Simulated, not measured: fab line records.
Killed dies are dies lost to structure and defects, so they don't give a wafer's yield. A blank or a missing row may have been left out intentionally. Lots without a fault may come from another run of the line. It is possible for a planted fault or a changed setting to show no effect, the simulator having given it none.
Code-filled problem report in 8D (eight disciplines) form    flow sfq line    the parts of the form that need people (team, actions taken, sign-off) are left out

## 1. WHAT IS WRONG
Mean of thk nm at SFQ_TRILAYER_I0_METRO_MEASURE_029: 215.7 nm across 4 wafers in 3 lots; on wafers with no fault it is 200.0 nm (standard deviation 0.99). Relative to the usual mean, that is a shift of +16 standard deviations.
The first sign was on wafer L341.3 at day 9 20:41, on film metro-03. At this step, 43 wafers from 15 lots have a number in the record. The rule behind "out" and "out of limits": a value lying over 4 standard deviations away from the usual mean. The rest of the wafers with a number are treated as sound.

## 2. WHAT IT IS, WHAT IT ISN'T
question                     is                                           is not
which readings at this step  thk nm                                       -
which lots                   L341, L344, L345                             L327, L328, L329, L330, L332, L333, L334, L335, L342, L347, L348, L349
which wafers of those lots   L341.3, L341.5, L344.5, L345.3               L344.4, L345.1, L345.6
read on which tools          film metro-02, film metro-03, film metro-04  -
when                         from day 9 20:41                             up to then (24 sound wafers); but 15 sound wafers of L342, L344, L345, L347, L348, L349 came after

## 3. THE SUSPECTS, EACH WITH WHAT RULES IT OUT
Counting: if a tool at a process step up to the reading ran every lot that is out, it stays a suspect. Sound lots after the first of them don't rule it out here, since some wafers of a struck lot are sound.
- cmp-01 at SFQ_TRILAYER_I0_CMP_CMP_028 (polishes SiO2): kept. Ran every lot that is out, first one L341 (day 9 17:10); last sound lot up to then L335 (day 8 03:10).
The count leaves cmp-01 at SFQ_TRILAYER_I0_CMP_CMP_028.

## 4. THE CAUSE (what the simulator had put in)
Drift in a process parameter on cmp-01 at SFQ_TRILAYER_I0_CMP_CMP_028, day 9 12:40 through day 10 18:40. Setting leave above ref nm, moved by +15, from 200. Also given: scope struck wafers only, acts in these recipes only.
After counting, this tool was the only one left.

## 5. SEQUENCE OF EFFECTS, ordered by route
Each row: a reading whose mean over the struck wafers that have a number lies more than 3 standard deviations from the usual. Readings are gone through only where the record gives a usual standard deviation; hours: the median, over the lots, of the time from a lot's start at the first step in this table giving one to that lot's start at this step; sigmas: the change measured in usual standard deviations.
hours  step                                   reading         usual       on struck wafers  change  sigmas
0      SFQ_TRILAYER_I0_METRO_MEASURE_029      thk nm          200.0 nm    215.7             +15.7   +16
86     SFQ_TRILAYER_I0_VIA_ETCH_VIA_ETCH_034  oes product au  0.855 a.u.  0.893             +0.038  +7.5
Process steps it contains:
- SFQ_TRILAYER_I0_METRO_MEASURE_029
- SFQ_TRILAYER_I0_VIA_ETCH_VIA_ETCH_034: etches SiO2 in CHF3, stops on Nb, target depth 260 nm.
Later steps that measure or inspect, where all struck wafers having a row at the step show a number for every such reading and not one has moved that far: SFQ_I1_OVL_MEAS_913.

## 6. WHAT WOULD HAVE CAUGHT IT SOONER
In this record no reading fell out of limits until day 9 20:41, 8 hours after the fault had begun at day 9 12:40.
Of the tool readings at SFQ_TRILAYER_I0_CMP_CMP_028 for which the record gives a usual standard deviation, none was out on any struck wafer, so an alarm limit of 4 standard deviations on them would not have fired.
Lots out: 3; of these, L344, L345 started SFQ_TRILAYER_I0_CMP_CMP_028 on cmp-01 after day 9 20:41. A hold on the tool at that time would have spared those 2.
